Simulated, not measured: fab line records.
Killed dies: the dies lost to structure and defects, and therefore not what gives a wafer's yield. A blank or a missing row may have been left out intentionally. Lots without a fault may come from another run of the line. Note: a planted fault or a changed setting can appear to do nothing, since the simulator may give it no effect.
Chamber matching :: flow gf180mcu :: rie-si-01 running GF_POLY_GATE_ETCH_13: 4 sister chambers
The step etches poly-Si in HBr/Cl2, stops on SiO2, target depth 198.5 nm, time 69.6 s. 8 wafers are shown with their chamber, then 7 later ones without.

== EACH WAFER AND ITS CHAMBER ==
wafer: L668.5
chamber: 0
drypump-motor-current-A (A): 6.2
oes-product-au (a.u.): 0.992

wafer: L670.5
chamber: 2
drypump-motor-current-A (A): 5.1
oes-product-au (a.u.): 1.007

wafer: L670.6
chamber: 3
drypump-motor-current-A (A): 6.7
oes-product-au (a.u.): 0.989

wafer: L671.2
chamber: 3
drypump-motor-current-A (A): 6.6
oes-product-au (a.u.): 0.985

wafer: L671.4
chamber: 2
drypump-motor-current-A (A): 5.1
oes-product-au (a.u.): 0.998

wafer: L671.5
chamber: 0
drypump-motor-current-A (A): 6.2
oes-product-au (a.u.): 1.002

wafer: L679.2
chamber: 1
drypump-motor-current-A (A): 6.2
oes-product-au (a.u.): 0.991

wafer: L679.4
chamber: 1
drypump-motor-current-A (A): 6.2
oes-product-au (a.u.): 0.995

== WAFERS MISSING THEIR CHAMBER ==
wafer: L679.5
drypump-motor-current-A (A): 6.6
oes-product-au (a.u.): 0.990

wafer: L685.1
drypump-motor-current-A (A): 5.1
oes-product-au (a.u.): 0.999

wafer: L685.2
drypump-motor-current-A (A): 6.2
oes-product-au (a.u.): 0.990

wafer: L685.3
drypump-motor-current-A (A): 6.2
oes-product-au (a.u.): 0.993

wafer: L686.1
drypump-motor-current-A (A): 6.2
oes-product-au (a.u.): 0.972

wafer: L686.2
drypump-motor-current-A (A): 6.7
oes-product-au (a.u.): 0.977

wafer: L686.3
drypump-motor-current-A (A): 5.1
oes-product-au (a.u.): 0.997

== THE CHAMBER EACH PASSED THROUGH ==
wafer: L679.5
from the rows above: 3
in truth: 3

wafer: L685.1
from the rows above: 2
in truth: 2

wafer: L685.2
from the rows above: can't be placed: 1 or 0
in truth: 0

wafer: L685.3
from the rows above: can't be placed: 1 or 0
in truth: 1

wafer: L686.1
from the rows above: can't be placed: 1 or 0
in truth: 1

wafer: L686.2
from the rows above: 3
in truth: 3

wafer: L686.3
from the rows above: 2
in truth: 2
Correct placement for 4 of the 7. Cannot be placed on the basis of these rows: 3; the candidates contain the true chamber in 3. Placed wrongly: 0.
How it was worked out, from the rows above alone: a wafer's distance from a chamber is the root of the sum, over the readings, of the square of ((its reading less the chamber's mean) divided by the reading's scatter). If the next closest chamber is less than 2 further off than the closest, the wafer can't be placed; otherwise it belongs to the closest. The mean given for a chamber averages the wafers shown for that chamber. How the scatter is found: for the shown wafers, subtract from each reading the mean of its chamber, square and add these, divide the total by (wafers less chambers), then take the root.
